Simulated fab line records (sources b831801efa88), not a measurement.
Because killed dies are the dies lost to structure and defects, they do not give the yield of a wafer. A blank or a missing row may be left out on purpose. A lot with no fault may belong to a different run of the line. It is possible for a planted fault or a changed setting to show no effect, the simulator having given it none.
What tool caused it? ; flow gf180mcu ; 14 lots with 42 wafers sampled at 4 steps, on a route of 602 steps

== WHAT EACH GAUGE READ, for each wafer ==
GF_SALICIDE_RS_MEAS_04: a four-point-probe measurement. Usual: SALICIDE_TIN_RS 16.4 ohm/sq, standard deviation 0.34.
lot;measured;on;SALICIDE_TIN_RS (ohm/sq);flag
L161;day 15 02:14;film-metro-03;16.4 15.9 15.8;
L162;day 15 08:26;film-metro-02;16.6 17.0 16.6;
L164;day 16 03:59;film-metro-02;16.1 16.2 16.3;
L165;day 16 13:41;film-metro-04;16.6 16.0 16.0;
L166;day 16 23:59;film-metro-03;16.5 16.4 16.2;
L167;day 17 01:49;film-metro-03;16.7 16.7 16.5;
L176;day 20 14:43;film-metro-04;16.5 16.7 16.7;
L177;day 21 01:06;film-metro-02;16.1 16.3 15.9;
L178;day 21 06:20;film-metro-02;16.6 16.8 17.0;
L179;day 21 14:29;film-metro-02;16.3 16.6 16.2;
L180;day 21 21:52;film-metro-02;16.5 16.0 15.9;
L181;day 22 09:28;film-metro-04;16.1 16.3 15.7;
L182;day 22 13:32;film-metro-02;16.8 16.9 16.1;
L184;day 23 14:10;film-metro-04;15.9 16.1 16.1;

GF_CONTACT_BOW_MEAS_05. Usual: CONTACT_BOW 65 um, standard deviation 6.5.
lot;measured;on;CONTACT_BOW (um);flag
L161;day 15 03:20;film-metro-04;68 74 62;
L162;day 15 09:29;film-metro-03;66 65 58;
L164;day 16 05:00;film-metro-01;68 61 68;
L165;day 16 14:42;film-metro-01;60 60 56;
L166;day 17 01:05;film-metro-01;59 61 67;
L167;day 17 02:56;film-metro-03;65 52 46;
L176;day 20 15:43;film-metro-03;63 58 62;
L177;day 21 02:07;film-metro-04;72 71 72;
L178;day 21 07:21;film-metro-01;57 52 62;
L179;day 21 15:30;film-metro-04;61 56 71;
L180;day 21 22:52;film-metro-03;59 75 61;
L181;day 22 10:46;film-metro-04;78 64 63;
L182;day 22 14:33;film-metro-03;59 53 68;
L184;day 23 15:10;film-metro-04;68 69 71;

== WHICH TOOL RAN EACH LOT (tool, then ch and the chambers of the sampled wafers, then the start) ==
lot;GF_SALICIDE_SPUTTER_03;GF_CONTACT_CMP_04
L161;pvd-sputter-01, day 15 02:13;cmp-01 ch 0,1,3, day 15 03:05
L162;pvd-sputter-01, day 15 08:23;cmp-01 ch 0,1,3, day 15 09:16
L164;pvd-sputter-04, day 16 03:57;cmp-02 ch 1,2,3, day 16 04:41
L165;pvd-sputter-01, day 16 13:40;cmp-01 ch 0,1,2, day 16 14:27
L166;pvd-sputter-04, day 16 23:57;cmp-01 ch 0,2,3, day 17 00:47
L167;pvd-sputter-02, day 17 01:47;cmp-01 ch 0,2,3, day 17 02:41
L176;pvd-sputter-02, day 20 14:41;cmp-01 ch 0,1,2, day 20 15:25
L177;pvd-sputter-01, day 21 01:05;cmp-01 ch 0,1,2, day 21 01:52
L178;pvd-sputter-02, day 21 06:14;cmp-01 ch 0,1,3, day 21 07:08
L179;pvd-sputter-01, day 21 14:26;cmp-01 ch 0,1,2, day 21 15:11
L180;pvd-sputter-01, day 21 21:50;cmp-02 ch 0,2, day 21 22:34
L181;pvd-sputter-01, day 22 09:26;cmp-01 ch 1,2,3, day 22 10:34
L182;pvd-sputter-02, day 22 13:31;cmp-01 ch 1,2,3, day 22 14:18
L184;pvd-sputter-01, day 23 14:03;cmp-02 ch 0,2,3, day 23 14:51
- GF_SALICIDE_SPUTTER_03: material TiN, target thk 20 nm, time 16.7 s.
- GF_CONTACT_CMP_04: polishes SiO2.

== WHAT THE TOOLS THEMSELVES READ (means of the sampled wafers that have a number; where no wafer has one, the mark that the record gives instead) ==
GF_SALICIDE_SPUTTER_03. Usual: throttle-valve-pct at 29.9 %, with a standard deviation of 1.3.
lot;tool;throttle-valve-pct (%);flag
L161;pvd-sputter-01;30.3;
L162;pvd-sputter-01;29.5;
L164;pvd-sputter-04;28.9;
L165;pvd-sputter-01;29.5;
L166;pvd-sputter-04;29.0;
L167;pvd-sputter-02;29.8;
L176;pvd-sputter-02;28.9;
L177;pvd-sputter-01;29.6;
L178;pvd-sputter-02;29.8;
L179;pvd-sputter-01;30.6;
L180;pvd-sputter-01;30.2;
L181;pvd-sputter-01;30.6;
L182;pvd-sputter-02;30.4;
L184;pvd-sputter-01;30.6;

GF_CONTACT_CMP_04. Usual: motor-current-A 11.8 A, standard deviation 1.2; time-to-endpoint-s 118 s, standard deviation 5.9.
lot;tool;motor-current-A (A);time-to-endpoint-s (s);flag
L161;cmp-01;12.4;115;
L162;cmp-01;12.3;121;
L164;cmp-02;10.9;116;
L165;cmp-01;12.3;126;
L166;cmp-01;12.6;125;
L167;cmp-01;12.1;133;
L176;cmp-01;12.4;117;
L177;cmp-01;12.5;118;
L178;cmp-01;12.6;128;
L179;cmp-01;12.4;120;
L180;cmp-02;11.8;119;
L181;cmp-01;13.0;112;
L182;cmp-01;13.1;118;
L184;cmp-02;11.3;111;

== THE ANSWER, worked out from the rows above alone ==
Rule: take the mean of a lot's wafers that have a number; if it is more than 3 standard deviations from the usual mean, the lot is off. Also off: a lot with no number at a reading for which 4 or more lots have one. Any other lot the step has rows for is counted as sound. After the gauges, taken in route order, come the tools' own readings; for these a lot's mean is taken, as printed above. At the first step where some lot is off, the reading lying furthest off is the one used; lots without a number count as furthest.
No lot is off on any of the readings shown, so nothing can be concluded from this.

== WHAT THE SIMULATOR PUT IN ==
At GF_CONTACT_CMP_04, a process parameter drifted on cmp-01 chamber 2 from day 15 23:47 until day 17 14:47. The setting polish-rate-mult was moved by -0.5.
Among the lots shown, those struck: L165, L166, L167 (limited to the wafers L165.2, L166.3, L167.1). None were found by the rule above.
